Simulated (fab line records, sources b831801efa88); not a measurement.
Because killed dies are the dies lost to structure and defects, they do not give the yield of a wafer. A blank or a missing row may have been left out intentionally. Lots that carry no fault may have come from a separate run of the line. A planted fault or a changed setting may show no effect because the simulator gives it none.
A struck lot beside a sound one | flow gf180mcu | 20 out of 602 route steps
Sound: the wafers L672.3, L672.4, L672.6. The struck wafers were L691.1, L691.4, L691.5. The cause is given at the end.
At each step with rows: each side's tool, then ch and its chambers, then its first start. Under that, the readings that differ: sound wafers | struck wafers | difference of the means | sigmas: that difference in standard deviations of wafers without a fault.
alike: same words and numbers on both sides, and readings whose means sit less than 2 such deviations apart. not compared: any withheld reading, any reading some wafer has no value for, any bound like >300 that may hide the same value, and any number with overlapping values for which the record gives no deviation.
Wherever a step has rows on one side only, a row that says differs or no value, or a row with sigmas, the two part there. Numbers that don't overlap but have no deviation are shown without sigmas and don't part them. A reading missing from all wafers of one side parts the sides only when that side holds two or more wafers.

first, 1 step without rows for these wafers: GF_V1_CVD_00 (deposits SiO2, target thk 600 nm, time 100 s).
GF_V1_THK_MEAS_01:
  sound: filmMetro-04 at day 18 14:57; struck: filmMetro-02 at day 25 04:29
  alike: V1_CVD_00_THK
GF_V1_CVD_02: deposits SiO2 from TEOS, target thk 850 nm, time 94.851 s.
  sound on pecvd-01 ch 0,1, day 18 14:59; struck on pecvd-02 ch 0,2, day 25 04:32
  alike: heaterPowerW
GF_V1_THK_MEAS_03:
  sound: filmMetro-02 at day 18 15:05; struck: filmMetro-02 at day 25 04:37
  alike: V1_CVD_02_THK
GF_V1_CMP_04: polishes SiO2.
  sound on cmp-02 ch 0,1, day 18 15:07; struck on cmp-02 ch 0,2,3, day 25 04:43
  alike: motorCurrentA, timeToEndpointS
GF_V1_BOW_MEAS_05:
  sound: filmMetro-02 at day 18 15:28; struck: filmMetro-04 at day 25 04:58
reading     | sound    | struck   | difference | sigmas
V1_BOW (um) | 74 75 87 | 92 95 94 | +15        | +2
then, 6 steps without rows for these wafers: GF_V1_DEHYDRATE_06 (time 60 s); GF_V1_HMDS_07 (prime time 60 s); GF_V1_COAT_08; GF_V1_COAT_09 (resist thk 1000 nm); GF_V1_SOFTBAKE_10 (time 60 s); GF_V1_EXPOSE_11 (exposes mask Via1, target cd 260 nm).
GF_V1_PEB_12: peb time 90 s.
  sound on lithoTrack-01 ch 0, day 19 16:04; struck on lithoTrack-02 ch 0, day 26 01:39
  alike: heaterPowerTotalW
then, 1 step without rows for these wafers: GF_V1_DEVELOP_13 (develop time 60 s).
GF_V1_CD_MEAS_14: target cd 260 nm.
  sound: cdSem-01 at day 19 16:23; struck: cdSem-02 at day 26 02:00
reading   | sound             | struck            | difference | sigmas
cdNm (nm) | 259.0 259.9 260.2 | 265.9 265.6 264.5 | +5.6       | +5
GF_V1_OVL_MEAS_15:
  sound: overlay-01 at day 19 16:29; struck: overlay-01 at day 26 02:07
  alike: V1_OVL
GF_V1_ETCH_16: etches BARC in N2/H2.
  sound on rieDiel-04 ch 1,3, day 19 16:31; struck on rieDiel-02 ch 0,2,3, day 26 02:09
reading            | sound             | struck          | difference | sigmas
model.V1.cdNm (nm) | 258.2 259.8 260.2 | 266 265.4 264.3 | +6         | 
  alike: chamberPressureMTorr, drypumpMotorCurrentA, oesProductAu, throttleValvePct
GF_V1_ETCH_17: etches SiO2 in C4F8/O2/Ar, stops on TiN, target depth 630 nm.
  sound on rieDiel-04 ch 1,3; struck on rieDiel-02 ch 0,2,3
reading            | sound             | struck            | difference | sigmas
model.V1.cdNm (nm) | 258.5 259.9 260.4 | 265.9 265.7 264.8 | +5.9       | 
  alike: chamberPressureMTorr, oesProductAu
GF_V1_STRIP_18: strips in O2/N2.
  sound on plasmaAsher-01 ch 0,1, day 19 16:40; struck on plasmaAsher-02 ch 0,1, day 26 02:17
reading          | sound       | struck      | difference | sigmas
heaterPowerW (W) | 286 287 285 | 354 341 353 | +63        | +2
  alike: chamberPressureMTorr, drypumpMotorCurrentA, oesProductAu
  not compared: rfHoursCounterH
-- the record jumps here: 9 days lie between the struck wafers' starts before and after (it left off in module V1 and takes up again in module PASSIVATION, whose first step shown is number 602 of the route) --
GF_PASSIVATION_PROBE_99:
  the record has rows for the struck wafers here (prober-01, day 34 23:42) and none for the sound ones

WHERE THEY PART
Earliest at GF_V1_BOW_MEAS_05; latest, in this record, at GF_PASSIVATION_PROBE_99.

WHY: what the simulator had put in
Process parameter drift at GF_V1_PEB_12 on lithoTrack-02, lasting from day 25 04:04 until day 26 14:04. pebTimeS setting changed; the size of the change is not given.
